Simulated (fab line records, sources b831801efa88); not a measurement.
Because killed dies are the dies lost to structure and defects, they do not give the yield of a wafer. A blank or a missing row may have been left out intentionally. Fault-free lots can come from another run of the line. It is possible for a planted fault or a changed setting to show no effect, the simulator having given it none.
fab line records / flow sfqLine
record lots=13 wafers=39 lastDay=94
route steps=325 shown M3@119
lots that met no fault: taken from a fault-free run of the same line
startH: the number of hours between the record's first day and the start of the first shown wafer of the lot / waitH: hours from the lot's prior step to this one / " same as the row above / L1.1+2: a single row standing in for several wafers / - value missing, or start not given / * or withheld: withheld / < > ~ a bound
route shown NAME@n: names a module that has steps shown in the file, with the first one's number in the route / usual: mean and standard deviation over wafers with no fault / same: alike in all rows / chamber/n: place in a boat / sites: each site's reading / _std_site: how widely they spread, as a standard deviation / _edge_site: inner sites' mean taken away from outer sites' mean / radiusMm: for every site, how far away it sits from the centre of the wafer / mask NAME#n: copy n / behind: the most recent tool/chamber to have shaped the wafer / hold: why the lot went on hold/how many hours it stayed there/how the hold came to an end / device: which transistor (n, p or np) failed to switch / end of line: the same wafers' tests at the end of the route / step lacking rows: just its recipe / killed: count of dies lost to structure and defects at first sort (not the wafer's yield) / map: a wafer's dies, marking killed ones x, the rest . and places with no die _
set.NAME: setting as actually run; set.NAME@STEP: the setting as run at that earlier step / model.NAME: the simulator's own value behind a step, which no gauge read
a sample of lots followed through the steps of the route, with each step as a table and each wafer as a row
services: from which hour (startH, from the record's first day; less than 0 if before it) a tool's chamber was out of use, for how many hours, and why
## steps
# step SFQ_TRILAYER_M3_DEP_SPUTTER_073
# recipe material=Nb basePressurePa=1.33e-06 chamberPressurePa=0.1333 substrateTempC=20 resputterCathodeVoltageV=400 targetThkNm=200 powerW=2000 timeS=133.3
# usual throttleValvePct=29.5/1.1
lot.wafer=L749.1 tool=pvdSputter-05 chamber=- startH=700.17 waitH=0.0 throttleValvePct=28.3
lot.wafer=L749.2 tool=pvdSputter-05 chamber=- startH=700.17 waitH=0.0 throttleValvePct=27.7
lot.wafer=L749.6 tool=pvdSputter-05 chamber=- startH=700.17 waitH=0.0 throttleValvePct=27.5
lot.wafer=L750.3 tool=pvdSputter-03 chamber=- startH=715.73 waitH=0.0 throttleValvePct=30.6
lot.wafer=L750.4 tool=pvdSputter-03 chamber=- startH=715.73 waitH=0.0 throttleValvePct=29.3
lot.wafer=L750.6 tool=pvdSputter-03 chamber=- startH=715.73 waitH=0.0 throttleValvePct=29.9
lot.wafer=L751.1 tool=pvdSputter-05 chamber=- startH=726.67 waitH=0.0 throttleValvePct=28.1
lot.wafer=L751.3 tool=pvdSputter-05 chamber=- startH=726.67 waitH=0.0 throttleValvePct=27.4
lot.wafer=L751.4 tool=pvdSputter-05 chamber=- startH=726.67 waitH=0.0 throttleValvePct=27.4
lot.wafer=L752.2 tool=pvdSputter-03 chamber=- startH=729.05 waitH=0.0 throttleValvePct=29.8
lot.wafer=L752.4 tool=pvdSputter-03 chamber=- startH=729.05 waitH=0.0 throttleValvePct=31.9
lot.wafer=L752.5 tool=pvdSputter-03 chamber=- startH=729.05 waitH=0.0 throttleValvePct=29.3
lot.wafer=L753.1 tool=pvdSputter-06 chamber=- startH=748.45 waitH=0.0 throttleValvePct=29.4
lot.wafer=L753.2 tool=pvdSputter-06 chamber=- startH=748.45 waitH=0.0 throttleValvePct=29.2
lot.wafer=L753.3 tool=pvdSputter-06 chamber=- startH=748.45 waitH=0.0 throttleValvePct=30.5
lot.wafer=L755.2 tool=pvdSputter-06 chamber=- startH=772.25 waitH=0.0 throttleValvePct=29.6
lot.wafer=L755.3 tool=pvdSputter-06 chamber=- startH=772.25 waitH=0.0 throttleValvePct=29.9
lot.wafer=L755.5 tool=pvdSputter-06 chamber=- startH=772.25 waitH=0.0 throttleValvePct=29.3
lot.wafer=L756.1 tool=pvdSputter-06 chamber=- startH=787.85 waitH=0.0 throttleValvePct=29.5
lot.wafer=L756.4 tool=pvdSputter-06 chamber=- startH=787.85 waitH=0.0 throttleValvePct=29.7
lot.wafer=L756.6 tool=pvdSputter-06 chamber=- startH=787.85 waitH=0.0 throttleValvePct=29.7
lot.wafer=L757.2 tool=pvdSputter-03 chamber=- startH=791.45 waitH=0.0 throttleValvePct=32.0
lot.wafer=L757.5 tool=pvdSputter-03 chamber=- startH=791.45 waitH=0.0 throttleValvePct=30.0
lot.wafer=L757.6 tool=pvdSputter-03 chamber=- startH=791.45 waitH=0.0 throttleValvePct=29.2
lot.wafer=L758.1 tool=pvdSputter-06 chamber=- startH=810.78 waitH=0.0 throttleValvePct=29.9
lot.wafer=L758.2 tool=pvdSputter-06 chamber=- startH=810.78 waitH=0.0 throttleValvePct=30.6
lot.wafer=L758.6 tool=pvdSputter-06 chamber=- startH=810.78 waitH=0.0 throttleValvePct=29.8
lot.wafer=L759.2 tool=pvdSputter-06 chamber=- startH=823.98 waitH=0.0 throttleValvePct=29.8
lot.wafer=L759.3 tool=pvdSputter-06 chamber=- startH=823.98 waitH=0.0 throttleValvePct=30.1
lot.wafer=L759.4 tool=pvdSputter-06 chamber=- startH=823.98 waitH=0.0 throttleValvePct=29.7
lot.wafer=L767.2 tool=pvdSputter-06 chamber=- startH=881.39 waitH=0.0 throttleValvePct=30.2
lot.wafer=L767.3 tool=pvdSputter-06 chamber=- startH=881.39 waitH=0.0 throttleValvePct=29.6
lot.wafer=L767.4 tool=pvdSputter-06 chamber=- startH=881.39 waitH=0.0 throttleValvePct=29.8
lot.wafer=L770.1 tool=pvdSputter-05 chamber=- startH=889.79 waitH=0.0 throttleValvePct=29.6
lot.wafer=L770.2 tool=pvdSputter-05 chamber=- startH=889.79 waitH=0.0 throttleValvePct=27.3
lot.wafer=L770.3 tool=pvdSputter-05 chamber=- startH=889.79 waitH=0.0 throttleValvePct=28.3
lot.wafer=L771.1 tool=pvdSputter-05 chamber=- startH=902.49 waitH=0.0 throttleValvePct=27.5
lot.wafer=L771.2 tool=pvdSputter-05 chamber=- startH=902.49 waitH=0.0 throttleValvePct=28.3
lot.wafer=L771.4 tool=pvdSputter-05 chamber=- startH=902.49 waitH=0.0 throttleValvePct=29.6
# step SFQ_M3_RS_MEAS_919
# recipe thkMeasGauge=four-point-probe reads=Nb_of_TRILAYER_M3_DEP_SPUTTER_073
# usual M3_NB_RS=0.887/0.012
lot.wafer=L749.1 tool=filmMetro-04 chamber=- startH=700.26 waitH=0.0 M3_NB_RS[ohm/sq]=0.894
lot.wafer=L749.2 tool=filmMetro-04 chamber=- startH=700.26 waitH=0.0 M3_NB_RS[ohm/sq]=0.896
lot.wafer=L749.6 tool=filmMetro-04 chamber=- startH=700.26 waitH=0.0 M3_NB_RS[ohm/sq]=0.900
lot.wafer=L750.3 tool=filmMetro-01 chamber=- startH=715.87 waitH=0.1 M3_NB_RS[ohm/sq]=0.870
lot.wafer=L750.4 tool=filmMetro-01 chamber=- startH=715.87 waitH=0.1 M3_NB_RS[ohm/sq]=0.875
lot.wafer=L750.6 tool=filmMetro-01 chamber=- startH=715.87 waitH=0.1 M3_NB_RS[ohm/sq]=0.873
lot.wafer=L751.1 tool=filmMetro-01 chamber=- startH=726.76 waitH=0.0 M3_NB_RS[ohm/sq]=0.894
lot.wafer=L751.3 tool=filmMetro-01 chamber=- startH=726.76 waitH=0.0 M3_NB_RS[ohm/sq]=0.896
lot.wafer=L751.4 tool=filmMetro-01 chamber=- startH=726.76 waitH=0.0 M3_NB_RS[ohm/sq]=0.891
lot.wafer=L752.2 tool=filmMetro-04 chamber=- startH=729.16 waitH=0.1 M3_NB_RS[ohm/sq]=0.877
lot.wafer=L752.4 tool=filmMetro-04 chamber=- startH=729.16 waitH=0.1 M3_NB_RS[ohm/sq]=0.878
lot.wafer=L752.5 tool=filmMetro-04 chamber=- startH=729.16 waitH=0.1 M3_NB_RS[ohm/sq]=0.892
lot.wafer=L753.1 tool=filmMetro-02 chamber=- startH=748.54 waitH=0.0 M3_NB_RS[ohm/sq]=0.912
lot.wafer=L753.2 tool=filmMetro-02 chamber=- startH=748.54 waitH=0.0 M3_NB_RS[ohm/sq]=0.898
lot.wafer=L753.3 tool=filmMetro-02 chamber=- startH=748.54 waitH=0.0 M3_NB_RS[ohm/sq]=0.903
lot.wafer=L755.2 tool=filmMetro-04 chamber=- startH=772.36 waitH=0.1 M3_NB_RS[ohm/sq]=0.886
lot.wafer=L755.3 tool=filmMetro-04 chamber=- startH=772.36 waitH=0.1 M3_NB_RS[ohm/sq]=0.886
lot.wafer=L755.5 tool=filmMetro-04 chamber=- startH=772.36 waitH=0.1 M3_NB_RS[ohm/sq]=0.878
lot.wafer=L756.1 tool=filmMetro-02 chamber=- startH=787.94 waitH=0.0 M3_NB_RS[ohm/sq]=0.872
lot.wafer=L756.4 tool=filmMetro-02 chamber=- startH=787.94 waitH=0.0 M3_NB_RS[ohm/sq]=0.884
lot.wafer=L756.6 tool=filmMetro-02 chamber=- startH=787.94 waitH=0.0 M3_NB_RS[ohm/sq]=0.883
lot.wafer=L757.2 tool=filmMetro-01 chamber=- startH=791.56 waitH=0.1 M3_NB_RS[ohm/sq]=0.885
lot.wafer=L757.5 tool=filmMetro-01 chamber=- startH=791.56 waitH=0.1 M3_NB_RS[ohm/sq]=0.890
lot.wafer=L757.6 tool=filmMetro-01 chamber=- startH=791.56 waitH=0.1 M3_NB_RS[ohm/sq]=0.880
lot.wafer=L758.1 tool=filmMetro-04 chamber=- startH=810.87 waitH=0.0 M3_NB_RS[ohm/sq]=0.897
lot.wafer=L758.2 tool=filmMetro-04 chamber=- startH=810.87 waitH=0.0 M3_NB_RS[ohm/sq]=0.882
lot.wafer=L758.6 tool=filmMetro-04 chamber=- startH=810.87 waitH=0.0 M3_NB_RS[ohm/sq]=0.887
lot.wafer=L759.2 tool=filmMetro-01 chamber=- startH=824.09 waitH=0.1 M3_NB_RS[ohm/sq]=0.890
lot.wafer=L759.3 tool=filmMetro-01 chamber=- startH=824.09 waitH=0.1 M3_NB_RS[ohm/sq]=0.884
lot.wafer=L759.4 tool=filmMetro-01 chamber=- startH=824.09 waitH=0.1 M3_NB_RS[ohm/sq]=0.887
lot.wafer=L767.2 tool=filmMetro-04 chamber=- startH=881.50 waitH=0.1 M3_NB_RS[ohm/sq]=0.871
lot.wafer=L767.3 tool=filmMetro-04 chamber=- startH=881.50 waitH=0.1 M3_NB_RS[ohm/sq]=1.736
lot.wafer=L767.4 tool=filmMetro-04 chamber=- startH=881.50 waitH=0.1 M3_NB_RS[ohm/sq]=0.873
lot.wafer=L770.1 tool=filmMetro-04 chamber=- startH=889.88 waitH=0.0 M3_NB_RS[ohm/sq]=0.893
lot.wafer=L770.2 tool=filmMetro-04 chamber=- startH=889.88 waitH=0.0 M3_NB_RS[ohm/sq]=0.914
lot.wafer=L770.3 tool=filmMetro-04 chamber=- startH=889.88 waitH=0.0 M3_NB_RS[ohm/sq]=0.888
lot.wafer=L771.1 tool=filmMetro-04 chamber=- startH=902.58 waitH=0.0 M3_NB_RS[ohm/sq]=0.918
lot.wafer=L771.2 tool=filmMetro-04 chamber=- startH=902.58 waitH=0.0 M3_NB_RS[ohm/sq]=0.888
lot.wafer=L771.4 tool=filmMetro-04 chamber=- startH=902.58 waitH=0.0 M3_NB_RS[ohm/sq]=0.884
# step SFQ_TRILAYER_M3_ETCH_METAL_ETCH_078
# recipe target=Nb stopOn=SiO2 maskMaterial=PR chemistry=Cl2/Ar targetDepthNm=240 icpW=600 biasW=80 pressureMtorr=10 timeS=120
# usual drypumpMotorCurrentA=5.8/0.46 oesProductAu=0.896/0.0083
lot.wafer=L749.1 tool=rieMetal-04 chamber=0 startH=844.74 waitH=0.1 drypumpMotorCurrentA=6.2 oesProductAu=0.886 rfHoursCounterH=75
lot.wafer=L749.2 tool=rieMetal-04 chamber=0 startH=844.74 waitH=0.1 drypumpMotorCurrentA=6.2 oesProductAu=0.884 rfHoursCounterH=-
lot.wafer=L749.6 tool=rieMetal-04 chamber=0 startH=844.74 waitH=0.1 drypumpMotorCurrentA=6.1 oesProductAu=0.891 rfHoursCounterH=-
lot.wafer=L750.3 tool=rieMetal-01 chamber=0 startH=864.19 waitH=0.1 drypumpMotorCurrentA=5.0 oesProductAu=0.901 rfHoursCounterH=-
lot.wafer=L750.4 tool=rieMetal-01 chamber=1 startH=864.19 waitH=0.1 drypumpMotorCurrentA=5.6 oesProductAu=0.911 rfHoursCounterH=-
lot.wafer=L750.6 tool=rieMetal-01 chamber=1 startH=864.19 waitH=0.1 drypumpMotorCurrentA=5.6 oesProductAu=0.909 rfHoursCounterH=-
lot.wafer=L751.1 tool=rieMetal-01 chamber=0 startH=874.50 waitH=0.0 drypumpMotorCurrentA=5.0 oesProductAu=0.894 rfHoursCounterH=24
lot.wafer=L751.3 tool=rieMetal-01 chamber=1 startH=874.50 waitH=0.0 drypumpMotorCurrentA=5.6 oesProductAu=0.891 rfHoursCounterH=-
lot.wafer=L751.4 tool=rieMetal-01 chamber=0 startH=874.50 waitH=0.0 drypumpMotorCurrentA=5.0 oesProductAu=0.893 rfHoursCounterH=-
lot.wafer=L752.2 tool=rieMetal-01 chamber=1 startH=878.10 waitH=0.0 drypumpMotorCurrentA=5.6 oesProductAu=0.898 rfHoursCounterH=108
lot.wafer=L752.4 tool=rieMetal-01 chamber=1 startH=878.10 waitH=0.0 drypumpMotorCurrentA=5.6 oesProductAu=0.905 rfHoursCounterH=-
lot.wafer=L752.5 tool=rieMetal-01 chamber=1 startH=878.10 waitH=0.0 drypumpMotorCurrentA=5.6 oesProductAu=0.895 rfHoursCounterH=-
lot.wafer=L753.1 tool=rieMetal-02 chamber=0 startH=896.22 waitH=0.1 drypumpMotorCurrentA=6.3 oesProductAu=0.881 rfHoursCounterH=116
lot.wafer=L753.2 tool=rieMetal-02 chamber=1 startH=896.22 waitH=0.1 drypumpMotorCurrentA=5.9 oesProductAu=0.883 rfHoursCounterH=124
lot.wafer=L753.3 tool=rieMetal-02 chamber=0 startH=896.22 waitH=0.1 drypumpMotorCurrentA=6.3 oesProductAu=0.888 rfHoursCounterH=-
lot.wafer=L755.2 tool=rieMetal-01 chamber=1 startH=913.00 waitH=0.0 drypumpMotorCurrentA=5.6 oesProductAu=0.903 rfHoursCounterH=115
lot.wafer=L755.3 tool=rieMetal-01 chamber=0 startH=913.00 waitH=0.0 drypumpMotorCurrentA=5.0 oesProductAu=0.897 rfHoursCounterH=-
lot.wafer=L755.5 tool=rieMetal-01 chamber=1 startH=913.00 waitH=0.0 drypumpMotorCurrentA=5.6 oesProductAu=0.900 rfHoursCounterH=-
lot.wafer=L756.1 tool=rieMetal-02 chamber=1 startH=922.60 waitH=0.0 drypumpMotorCurrentA=5.8 oesProductAu=0.909 rfHoursCounterH=129
lot.wafer=L756.4 tool=rieMetal-02 chamber=0 startH=922.60 waitH=0.0 drypumpMotorCurrentA=6.3 oesProductAu=0.899 rfHoursCounterH=-
lot.wafer=L756.6 tool=rieMetal-02 chamber=0 startH=922.60 waitH=0.0 drypumpMotorCurrentA=6.3 oesProductAu=0.897 rfHoursCounterH=-
lot.wafer=L757.2 tool=rieMetal-02 chamber=1 startH=927.40 waitH=0.0 drypumpMotorCurrentA=5.8 oesProductAu=0.900 rfHoursCounterH=130
lot.wafer=L757.5 tool=rieMetal-02 chamber=1 startH=927.40 waitH=0.0 drypumpMotorCurrentA=5.8 oesProductAu=0.885 rfHoursCounterH=-
lot.wafer=L757.6 tool=rieMetal-02 chamber=0 startH=927.40 waitH=0.0 drypumpMotorCurrentA=6.3 oesProductAu=0.901 rfHoursCounterH=-
lot.wafer=L758.1 tool=rieMetal-02 chamber=0 startH=942.92 waitH=0.0 drypumpMotorCurrentA=6.3 oesProductAu=0.883 rfHoursCounterH=123
lot.wafer=L758.2 tool=rieMetal-02 chamber=1 startH=942.92 waitH=0.0 drypumpMotorCurrentA=5.9 oesProductAu=0.899 rfHoursCounterH=131
lot.wafer=L758.6 tool=rieMetal-02 chamber=0 startH=942.92 waitH=0.0 drypumpMotorCurrentA=6.3 oesProductAu=0.897 rfHoursCounterH=-
lot.wafer=L759.2 tool=rieMetal-01 chamber=0 startH=953.72 waitH=0.0 drypumpMotorCurrentA=5.0 oesProductAu=0.902 rfHoursCounterH=32
lot.wafer=L759.3 tool=rieMetal-01 chamber=0 startH=953.72 waitH=0.0 drypumpMotorCurrentA=5.0 oesProductAu=0.887 rfHoursCounterH=-
lot.wafer=L759.4 tool=rieMetal-01 chamber=1 startH=953.72 waitH=0.0 drypumpMotorCurrentA=5.6 oesProductAu=0.885 rfHoursCounterH=-
lot.wafer=L767.2 tool=rieMetal-04 chamber=1 startH=1022.89 waitH=0.0 drypumpMotorCurrentA=5.6 oesProductAu=0.910 rfHoursCounterH=26
lot.wafer=L767.3 tool=rieMetal-04 chamber=1 startH=1022.89 waitH=0.0 drypumpMotorCurrentA=5.7 oesProductAu=0.639 rfHoursCounterH=-
lot.wafer=L767.4 tool=rieMetal-04 chamber=0 startH=1022.89 waitH=0.0 drypumpMotorCurrentA=6.2 oesProductAu=0.901 rfHoursCounterH=-
lot.wafer=L770.1 tool=rieMetal-02 chamber=0 startH=1037.42 waitH=0.0 drypumpMotorCurrentA=6.3 oesProductAu=0.896 rfHoursCounterH=135
lot.wafer=L770.2 tool=rieMetal-02 chamber=1 startH=1037.42 waitH=0.0 drypumpMotorCurrentA=5.8 oesProductAu=0.881 rfHoursCounterH=2
lot.wafer=L770.3 tool=rieMetal-02 chamber=1 startH=1037.42 waitH=0.0 drypumpMotorCurrentA=5.8 oesProductAu=0.901 rfHoursCounterH=-
lot.wafer=L771.1 tool=rieMetal-01 chamber=0 startH=1047.02 waitH=0.0 drypumpMotorCurrentA=5.0 oesProductAu=0.880 rfHoursCounterH=45
lot.wafer=L771.2 tool=rieMetal-01 chamber=1 startH=1047.02 waitH=0.0 drypumpMotorCurrentA=5.6 oesProductAu=0.899 rfHoursCounterH=133
lot.wafer=L771.4 tool=rieMetal-01 chamber=1 startH=1047.02 waitH=0.0 drypumpMotorCurrentA=5.6 oesProductAu=0.898 rfHoursCounterH=-
## services
tool=pvdSputter-03 chamber=0 startH=686.13 hours=- kind=consumableReplace:kit
tool=pvdSputter-03 chamber=- startH=689.49 hours=4.9 kind=repair
tool=rieMetal-04 chamber=0 startH=716.74 hours=8.8 kind=repair
tool=rieMetal-01 chamber=- startH=749.53 hours=3.8 kind=repair
tool=pvdSputter-05 chamber=1 startH=769.83 hours=- kind=consumableReplace:kit
tool=pvdSputter-05 chamber=1 startH=769.83 hours=18.0 kind=scheduledDown
tool=pvdSputter-05 chamber=1 startH=769.83 hours=18.0 kind=ventCycle
tool=rieMetal-02 chamber=0 startH=778.96 hours=4.1 kind=repair
tool=rieMetal-04 chamber=1 startH=806.58 hours=9.1 kind=repair
tool=pvdSputter-05 chamber=- startH=812.63 hours=2.5 kind=repair
tool=rieMetal-01 chamber=- startH=820.28 hours=2.8 kind=pm
tool=rieMetal-04 chamber=- startH=836.82 hours=0.5 kind=repair
tool=rieMetal-01 chamber=0 startH=885.55 hours=20.9 kind=repair
tool=pvdSputter-05 chamber=- startH=896.62 hours=1.7 kind=repair
tool=pvdSputter-06 chamber=- startH=900.24 hours=2.6 kind=repair
tool=rieMetal-04 chamber=0 startH=925.95 hours=7.5 kind=repair
tool=pvdSputter-03 chamber=- startH=955.19 hours=1.2 kind=repair
tool=pvdSputter-06 chamber=- startH=978.57 hours=61.3 kind=repair
tool=rieMetal-02 chamber=1 startH=999.17 hours=- kind=clean
tool=rieMetal-02 chamber=1 startH=999.17 hours=21.1 kind=scheduledDown
tool=rieMetal-02 chamber=1 startH=999.17 hours=21.1 kind=ventCycle
tool=rieMetal-02 chamber=0 startH=1041.76 hours=- kind=clean
tool=rieMetal-02 chamber=0 startH=1041.76 hours=17.2 kind=scheduledDown
tool=rieMetal-02 chamber=0 startH=1041.76 hours=17.2 kind=ventCycle
## key
firstSign step=SFQ_M3_RS_MEAS_919 reading=M3_NB_RS direction=up sigmas=70 usual=0.887 struck=1.736
effect step=SFQ_TRILAYER_M3_ETCH_METAL_ETCH_078 reading=oesProductAu direction=down sigmas=31 usual=0.896 struck=0.639
metAt SFQ_TRILAYER_M3_DEP_SPUTTER_073
struckLots L767
struckWafers L767.3
onsetBetween 823.98 881.39
fault kind=processParameterDrift tool=pvdSputter-06 chamber=- onsetH=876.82 steps=SFQ_TRILAYER_M3_DEP_SPUTTER_073 channel=targetThkNm offset=-101.75 shape=step endH=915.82 actsIn=theseRecipesOnly stated=200 scope=struckWafersOnly
